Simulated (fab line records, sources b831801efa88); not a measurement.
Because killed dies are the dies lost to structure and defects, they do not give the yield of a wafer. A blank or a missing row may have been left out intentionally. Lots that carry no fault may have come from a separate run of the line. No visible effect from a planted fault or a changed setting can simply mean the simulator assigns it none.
Comparing a struck lot with a sound one || flow sky130 || 18 steps out of a route of 708
Sound: the wafers L600.1, L600.3, L600.6. Struck: wafers L612.1, L612.3. (L612.6 of the same lot was not struck and is left out.) The cause comes at the end.
Per side, at each step with rows, come the tool, then ch with its chambers, and then its first start. Under that, the readings that differ: sound wafers || struck wafers || difference of the means || sigmas: that difference in standard deviations of wafers without a fault.
alike: readings whose means differ by less than 2 such deviations, and words and numbers that are the same on both sides. not compared: withheld readings, readings that some wafer has no value for, bounds like >300 that may hide the same value, and numbers for which the record gives no deviation and whose values overlap.
A row with sigmas, a row that says differs or no value, or rows on one side alone: a step with any of these is where the two part. Numbers that have no deviation but don't overlap get no sigmas and don't part them. Lack of a reading on every wafer of one side parts them only where that side has two or more wafers.

first, 3 steps without rows for these wafers: SKY_LI_CONTACT_EXPOSE_09 (exposes mask LICM1, target cd 170 nm); SKY_LI_CONTACT_PEB_10; SKY_LI_CONTACT_DEVELOP_11 (develop time 60 s).
SKY_LI_CONTACT_CD_MEAS_12 targets a cd of 170 nm.
  sound: cdSem-02 at day 31 03:27; struck: cdSem-02 at day 35 14:20
  alike: cdNm
SKY_LI_CONTACT_OVL_MEAS_13:
  sound: overlay-01 at day 31 03:34; struck: overlay-01 at day 35 14:27
  alike: LI_CONTACT_OVL
SKY_LI_CONTACT_ETCH_14: etches BARC in N2/H2, stops on SiO2, time 45.9 s, target depth 60 nm.
  sound on rieDiel-04 ch 1,3, day 31 03:36; struck on rieDiel-01 ch 0,3, day 35 14:29
{"reading": "throttleValvePct (%)", "sound": "13.216 13.199 13.227", "struck": "13.240 13.226", "difference": "+0.019", "sigmas": "+2"}
  alike: biasW, drypumpMotorCurrentA, oesProductAu
  not compared: rfHoursCounterH
SKY_LI_CONTACT_ETCH_15: etches PSG in C4F8/O2/Ar, stops on Si, target depth 600 nm.
  sound on rieDiel-04 ch 1,3, day 31 03:38; struck on rieDiel-01 ch 0,3, day 35 14:32
  alike: biasW, oesProductAu
then, 3 steps without rows for these wafers: SKY_LI_CONTACT_STRIP_16 (strips in O2/N2); SKY_LI_CONTACT_CLEAN_17 (cleans in NMP, time 600 s); SKY_LI_CONTACT_PRE_CLEAN_18 (time 5.6 s).
SKY_LI_CONTACT_SPUTTER_19: material Ti, target thk 20 nm, time 106.37 s.
  sound: pvdSputter-04 at day 31 04:01; struck: pvdSputter-03 at day 35 14:56
  alike: throttleValvePct
SKY_LI_CONTACT_SPUTTER_20: material TiN, target thk 20 nm, time 80 s.
  sound: pvdSputter-04 at day 31 04:06; struck: pvdSputter-03 at day 35 15:00
  alike: throttleValvePct
SKY_LI_CONTACT_CVD_21: deposits W, target thk 400 nm, time 120.56 s.
  sound on cvdW-01 ch 0, day 31 04:10; struck on cvdW-02 ch 0, day 35 15:04
{"reading": "heaterPowerW (W)", "sound": "922 903 937", "struck": "821 861", "difference": -80, "sigmas": -2}
{"reading": "susceptorTempC (C)", "sound": "400.00 399.95 400.19", "struck": "405.84 406.11", "difference": "+5.93", "sigmas": "+23"}
{"reading": "model.W_of_LI_CONTACT_CVD_21.thkNm (nm)", "sound": "395.5 395.4 397.1", "struck": "447.1 450.8", "difference": "+53.0", "sigmas": ""}
SKY_LI_CONTACT_RS_MEAS_22: a four-point-probe measurement.
  sound: filmMetro-01 at day 31 04:17; struck: filmMetro-01 at day 35 15:11
{"reading": "LI_CONTACT_W_RS (ohm/sq)", "sound": "0.287 0.287 0.286", "struck": "0.254 0.252", "difference": -0.034, "sigmas": -8}
SKY_LI_CONTACT_THK_MEAS_23: measures by xrf.
  sound: filmMetro-01 at day 31 04:25; struck: filmMetro-01 at day 35 15:19
{"reading": "LI_CONTACT_W_THK (nm)", "sound": "384 387 387", "struck": "433 433", "difference": "+47", "sigmas": "+7"}
SKY_LI_CONTACT_CMP_24: polishes, stops on PSG, t overpolish 20 s, target thk 0 nm.
  sound on cmp-02 ch 0,2, day 31 04:31; struck on cmp-02 ch 1,2, day 35 15:28
{"reading": "timeToEndpointS (s)", "sound": "97 95 99", "struck": "107 106", "difference": "+10", "sigmas": "+2"}
  alike: motorCurrentA, slurryFilterDpKPa
SKY_LOCAL_INTERCONNECT_SPUTTER_00: material TiN, target thk 100 nm, time 83.3 s.
  sound: pvdSputter-02 at day 31 04:46; struck: pvdSputter-02 at day 35 15:40
  alike: susceptorTempC, throttleValvePct
SKY_PAD_OPEN_PROBE_99:
  sound wafers here have rows in the record (prober-01, day 47 07:06); struck ones have none

WHERE THEY PART
First at SKY_LI_CONTACT_ETCH_14; last, within this record, at SKY_PAD_OPEN_PROBE_99.

WHY: what had been put in by the simulator
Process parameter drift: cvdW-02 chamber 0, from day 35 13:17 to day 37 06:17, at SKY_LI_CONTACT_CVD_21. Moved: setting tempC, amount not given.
